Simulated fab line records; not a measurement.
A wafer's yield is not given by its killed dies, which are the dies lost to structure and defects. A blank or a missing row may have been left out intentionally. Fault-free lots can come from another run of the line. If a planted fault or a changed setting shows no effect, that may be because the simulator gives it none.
Which tool is to blame?	flow sky130	route of 708 steps, sampled at 1 step: 12 lots, 35 wafers

WHAT THE GAUGES SHOWED, per wafer
SKY_CAP2M_THK_MEAS_04: measures by xrf. Usual: CAP2M_TIN_THK gives 202.3 nm (standard deviation 2.7).
lot	measured	on	CAP2M_TIN_THK (nm)	flag
L108	day 40 04:43	film metro-01	199.1 204.3 203.8	
L112	day 41 09:16	film metro-01	203.7 200.5 199.3	
L110	day 41 09:37	film metro-04	200.3 199.3 197.8	
L111	day 41 12:31	film metro-04	201.6 200.4 200.5	
L114	day 42 00:41	film metro-01	200.6 201.8 202.4	
L115	day 42 05:10	film metro-02	203.0 205.9 200.2	
L116	day 42 12:52	film metro-02	204.0 203.2 205.6	
L123	day 44 09:33	film metro-01	200.4 203.1	
L125	day 44 18:55	film metro-01	204.6 206.5 205.2	
L126	day 44 23:13	film metro-02	207.4 203.1 203.6	
L127	day 45 13:58	film metro-04	200.0 199.7 202.9	
L128	day 45 22:26	film metro-02	208.0 206.2 207.9	

EACH LOT AND THE TOOL THAT RAN IT (in order: tool; ch and the chambers of the sampled wafers; start)
No process step before these readings appears in the record.

AS READ BY THE TOOLS THEMSELVES (means over the sampled wafers that have a number; for cases with no such wafer, the mark the record gives instead)
The record holds no such reading with a usual standard deviation.

THE ANSWER, worked out from the rows above alone
Rule: take the mean of a lot's wafers that have a number; if it is more than 3 standard deviations from the usual mean, the lot is off. A lot without any number at a reading at which 4 lots or more have one is off too. Any other lot the step has rows for is counted as sound. First the gauges in route order, then the tools' own readings, where a lot's mean is used as printed above. The first step at which some lot is off is used, and at that step the reading that is off furthest; a lot without a number counts as furthest.
No lot is off on any of the readings shown, so nothing can be concluded from this.

WHAT THE SIMULATOR PUT IN
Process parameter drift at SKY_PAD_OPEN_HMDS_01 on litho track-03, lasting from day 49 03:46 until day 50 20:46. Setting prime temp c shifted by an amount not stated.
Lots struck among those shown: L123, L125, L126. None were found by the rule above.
